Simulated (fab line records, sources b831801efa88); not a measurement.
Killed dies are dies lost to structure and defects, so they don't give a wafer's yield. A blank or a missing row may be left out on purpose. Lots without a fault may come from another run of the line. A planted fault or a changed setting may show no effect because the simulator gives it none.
Problem report in the 8D (eight disciplines) form, filled by code | flow gf180mcu | the parts of the form that need people (team, actions taken, sign-off) are left out

1. THE PROBLEM
V3_CVD_00_THK at GF_V3_THK_MEAS_01 reads a mean of 898 nm on 1 wafer of 1 lot; wafers without a fault read 598 nm with a standard deviation of 8. That is +38 standard deviations from the usual mean.
First seen on wafer L300.4, day 26 08:49, on film_metro-02. The record holds 36 wafers of 12 lots with a number at this step. Rule for "out", or "out of limits": more than 4 standard deviations from the usual mean. The other wafers with a number count as sound.

2. WHAT IT IS AND WHAT IT IS NOT
question                    | is                | is not
which readings at this step | V3_CVD_00_THK     | -
which lots                  | L300              | L286, L287, L290, L291, L292, L293, L295, L301, L307, L308, L309
which wafers of those lots  | L300.4            | L300.2, L300.5
read on which gauges        | film_metro-02     | film_metro-01, film_metro-04
when                        | from day 26 08:49 | up to then (23 sound wafers); but 12 sound wafers of L301, L307, L308, L309 came after

3. SUSPECTS, AND WHAT RULES EACH OUT
Counting: a tool at a process step up to the reading stays a suspect if it ran every lot that is out. Sound lots after the first of them don't rule it out here, since some wafers of a struck lot are sound.
- the gauge at GF_V3_THK_MEAS_01: ruled out. All the wafers that are out were read on film_metro-02, but those of them that GF_V3_CVD_00 has rows for are out there too, on other tools.
- pecvd-02 at GF_V2_CVD_02 (deposits SiO2 from TEOS, target thk 850 nm, time 94.851 s): kept. It ran the lot that is out, L300 (day 24 11:28); its last sound lot up to then is L295 (day 22 16:43).
- plasma_asher-01 at GF_V2_STRIP_18 (strips in O2/N2): kept. It ran the lot that is out, L300 (day 25 09:24); its last sound lot up to then is L295 (day 23 16:29).
- pvd_sputter-01 at GF_M3_SPUTTER_03 (material Ti, target thk 10 nm, time 6.7 s): kept. It ran the lot that is out, L300 (day 25 10:49); its last sound lot up to then is L295 (day 23 17:52).
- hdpcvd-02 at GF_V3_CVD_00 (deposits SiO2, target thk 600 nm, time 100 s): kept. It ran the lot that is out, L300 (day 26 08:44); its last sound lot up to then is L290 (day 22 21:20). Its own readings are out on those wafers: sih4_flow_sccm.
- Within hdpcvd-02 at GF_V3_CVD_00: the wafers that are out ran in chamber 0; their sound lot-mates ran in chamber 1.
Left after counting: pecvd-02 at GF_V2_CVD_02, plasma_asher-01 at GF_V2_STRIP_18, pvd_sputter-01 at GF_M3_SPUTTER_03, hdpcvd-02 at GF_V3_CVD_00.

4. THE CAUSE (what the simulator had put in)
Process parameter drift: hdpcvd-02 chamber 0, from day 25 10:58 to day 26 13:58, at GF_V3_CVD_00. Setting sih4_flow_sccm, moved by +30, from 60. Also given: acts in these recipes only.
Counting left 4 suspects, and this tool is among them.

5. THE CHAIN OF EFFECTS, in route order
Each row: a reading whose mean over the struck wafers that have a number lies more than 3 standard deviations from the usual. Only readings for which the record gives a usual standard deviation are gone through. hours: the time from each lot's start at the first step in this table that gives one to its start at this step, as a median over the lots. sigmas: the change in usual standard deviations.
hours | step              | reading        | usual      | on struck wafers | change | sigmas
0     | GF_V3_CVD_00      | sih4_flow_sccm | 60.01 sccm | 89.82            | +29.81 | +99 or more
0     | GF_V3_THK_MEAS_01 | V3_CVD_00_THK  | 598 nm     | 898              | +300   | +38
The process steps in it:
- GF_V3_CVD_00: deposits SiO2, target thk 600 nm, time 100 s.

6. WHAT WOULD HAVE CAUGHT IT SOONER
In this record the first reading out of limits at a measuring or inspecting step was taken at day 26 08:49, 22 hours after the fault began at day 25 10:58.
The tool's own readings at GF_V3_CVD_00 were out on every struck wafer that the step has a row for (sih4_flow_sccm): an alarm limit on them would have fired on the first of those.
All the lots that are out (1) had begun GF_V3_CVD_00 on hdpcvd-02 by day 26 08:49. A hold on the tool at that time would have spared none of them.
